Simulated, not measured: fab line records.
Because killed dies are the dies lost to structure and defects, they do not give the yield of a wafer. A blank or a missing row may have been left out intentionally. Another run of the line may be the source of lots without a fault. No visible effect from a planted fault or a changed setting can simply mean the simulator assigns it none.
A lot that was struck, set against a sound lot    flow sky130    43 steps out of a route of 708
Sound: the wafers L910.1, L910.3, L910.4. The struck wafers were L919.2, L919.4, L919.5. The cause is named last.
At each step with rows: each side's tool, then ch and its chambers, then its first start. Under that, the readings that differ: sound wafers    struck wafers    difference of the means    sigmas: that difference in standard deviations of wafers without a fault.
alike: same words and numbers on both sides, and readings whose means sit less than 2 such deviations apart. not compared: any withheld reading, any reading some wafer has no value for, any bound like >300 that may hide the same value, and any number with overlapping values for which the record gives no deviation.
The two part at a step that has a row with sigmas, a row that says differs or no value, or rows on one side only. When numbers do not overlap yet have no deviation, they are printed without sigmas and do not part them. Lack of a reading on every wafer of one side parts them only where that side has two or more wafers.

SKY_METAL5_SPUTTER_04: material TiN, target thk 70 nm, time 58.3 s.
  sound on pvd_sputter-01, day 44 06:52; struck on pvd_sputter-01, day 46 14:14
  alike: throttle_valve_pct
SKY_METAL5_RS_MEAS_05: measurement is done with a four-point probe.
  sound on film_metro-03, day 44 06:55; struck on film_metro-02, day 46 14:19
  alike: METAL5_ALCU_RS
SKY_METAL5_THK_MEAS_06: measures by xrf.
  sound on film_metro-03, day 44 07:02; struck on film_metro-02, day 46 14:25
reading               sound           struck          difference  sigmas
METAL5_ALCU_THK (nm)  1148 1176 1165  1134 1124 1140  -30         -2
then, 7 steps without rows for these wafers: SKY_METAL5_DEHYDRATE_07 (time 60 s); SKY_METAL5_HMDS_08 (prime time 60 s); SKY_METAL5_COAT_09 (resist thk 1800 nm); SKY_METAL5_SOFTBAKE_10 (time 60 s); SKY_METAL5_EXPOSE_11 (exposes mask MM5, target cd 1600 nm); SKY_METAL5_PEB_12; SKY_METAL5_DEVELOP_13 (develop time 60 s).
SKY_METAL5_DESCUM_14: chemistry O2, time 11 s.
  sound on rie_metal-03 ch 0,1, day 45 04:59; struck on rie_metal-01 ch 0,1, day 47 10:23
  alike: drypump_motor_current_A, oes_product_au
  not compared: rf_hours_counter_h
SKY_METAL5_METAL_ETCH_15: etches the open film in Cl2/BCl3, stops on SiO2, target depth 1260 nm, time 252 s.
  sound on rie_metal-03 ch 0,1, day 45 05:02; struck on rie_metal-01 ch 0,1, day 47 10:26
  alike: bcl3_flow_sccm, drypump_motor_current_A, mfc_cl2_sccm, oes_product_au, throttle_valve_pct
  not compared: rf_hours_counter_h
SKY_METAL5_STRIP_16: strips in O2/N2.
  sound on plasma_asher-04 ch 0,1, day 45 05:16; struck on plasma_asher-01 ch 0,1, day 47 10:40
  alike: drypump_motor_current_A, oes_product_au, strip_time_to_endpoint_s
  not compared: rf_hours_counter_h
then, 4 steps without rows for these wafers: SKY_METAL5_STRIP_17 (strips in post etch residue remover, time 1200 s); SKY_METAL5_CLEAN_18 (cleans in IPA, time 180 s); SKY_METAL5_CLEAN_19 (cleans in O3/DIW); SKY_PASSIVATION_CVD_00 (deposits SiO2, target thk 90 nm).
SKY_PASSIVATION_THK_MEAS_01:
  sound on film_metro-02, day 45 05:52; struck on film_metro-03, day 47 11:17
  alike: PASSIVATION_CVD_00_THK
SKY_PASSIVATION_CVD_02: deposits Si3N4, target thk 540 nm.
  sound on pecvd-03 ch 0,2, day 45 05:56; struck on pecvd-03 ch 0,2, day 47 11:20
  alike: heater_power_w
SKY_PASSIVATION_THK_MEAS_03:
  sound on film_metro-01, day 45 06:10; struck on film_metro-01, day 47 11:34
  alike: PASSIVATION_CVD_02_THK
then, 16 steps without rows for these wafers: SKY_PASSIVATION_DEHYDRATE_04 (time 60 s); SKY_PASSIVATION_HMDS_05 (prime time 60 s); SKY_PASSIVATION_COAT_06 (resist thk 3000 nm); SKY_PASSIVATION_SOFTBAKE_07; SKY_PASSIVATION_EXPOSE_08 (exposes mask NSM, target cd 3000 nm); SKY_PASSIVATION_PEB_09; SKY_PASSIVATION_DEVELOP_10 (develop time 60 s); SKY_PASSIVATION_ETCH_11 (etches the open film in CF4/O2, stops on AlCu, target depth 725 nm, time 161.1 s); SKY_PASSIVATION_STRIP_12 (strips in O2/N2); SKY_PAD_OPEN_DEHYDRATE_00 (time 60 s); SKY_PAD_OPEN_HMDS_01 (prime time 59.09 s); SKY_PAD_OPEN_COAT_02 (resist thk 3000 nm); SKY_PAD_OPEN_SOFTBAKE_03; SKY_PAD_OPEN_EXPOSE_04 (exposes mask PDM, target cd 60000 nm); SKY_PAD_OPEN_PEB_05; SKY_PAD_OPEN_DEVELOP_06 (develop time 60 s).
SKY_PAD_OPEN_ETCH_07: etches the open film in CF4/O2, stops on AlCu, target depth 725 nm, time 161.1 s.
  sound on rie_diel-04 ch 1,2, day 46 23:02; struck on rie_diel-03 ch 1,2,3, day 49 01:53
  alike: drypump_motor_current_A, oes_product_au, throttle_valve_pct
  not compared: rf_hours_counter_h
then, 5 steps without rows for these wafers: SKY_PAD_OPEN_STRIP_08 (strips in O2/N2); SKY_PAD_OPEN_STRIP_09 (strips in post etch residue remover, time 1200 s); SKY_PAD_OPEN_CLEAN_10 (cleans in IPA, time 180 s); SKY_PAD_OPEN_CLEAN_11 (cleans in O3/DIW); SKY_PAD_OPEN_ANNEAL_12.
SKY_PAD_OPEN_PROBE_99:
  sound on prober-02, day 47 01:21; struck on prober-01, day 49 04:16
reading                                sound            struck                                                                      difference                    sigmas
hold                                   - - -            await_dispo/6.8h/release await_dispo/6.8h/release await_dispo/6.8h/release  no value on the sound wafers  
defect_limited_yield (%)               84.1 82.7 79.3   79.5 73.6 76.2                                                              -5.6                          -3
killed_at_M4_up                        1 1 2            40 43 37                                                                    +39                           +20
killed_dies                            78 85 102        101 130 117                                                                 +28                           +3
sort_bin_5_function (%)                9.3 11.4 12.8    14.0 18.5 15.4                                                              +4.8                          +3
sort_n_pass                            414 407 390      391 362 375                                                                 -28                           -3
sort_yield_pct (%)                     84.1 82.7 79.3   79.5 73.6 76.2                                                              -5.6                          -3
model.etest.tester.sort_bin_5_pct (%)  9.35 11.38 12.8  14.02 18.5 15.45                                                            +4.81                         
  alike: killed_at_M0_to_M3, killed_at_contacts, killed_at_front_end, killed_at_other, killed_open, killed_short, sort_bin_3_pad_short, sort_bin_6_memory
  not compared: model.etest.tester.sort_n_pass, model.etest.tester.sort_yield_pct, model.etest.tester.sort_bin_3_pct

## WHERE THEY PART
At SKY_METAL5_THK_MEAS_06 first; at SKY_PAD_OPEN_PROBE_99 last (within this record only).

WHY: what the simulator had put in
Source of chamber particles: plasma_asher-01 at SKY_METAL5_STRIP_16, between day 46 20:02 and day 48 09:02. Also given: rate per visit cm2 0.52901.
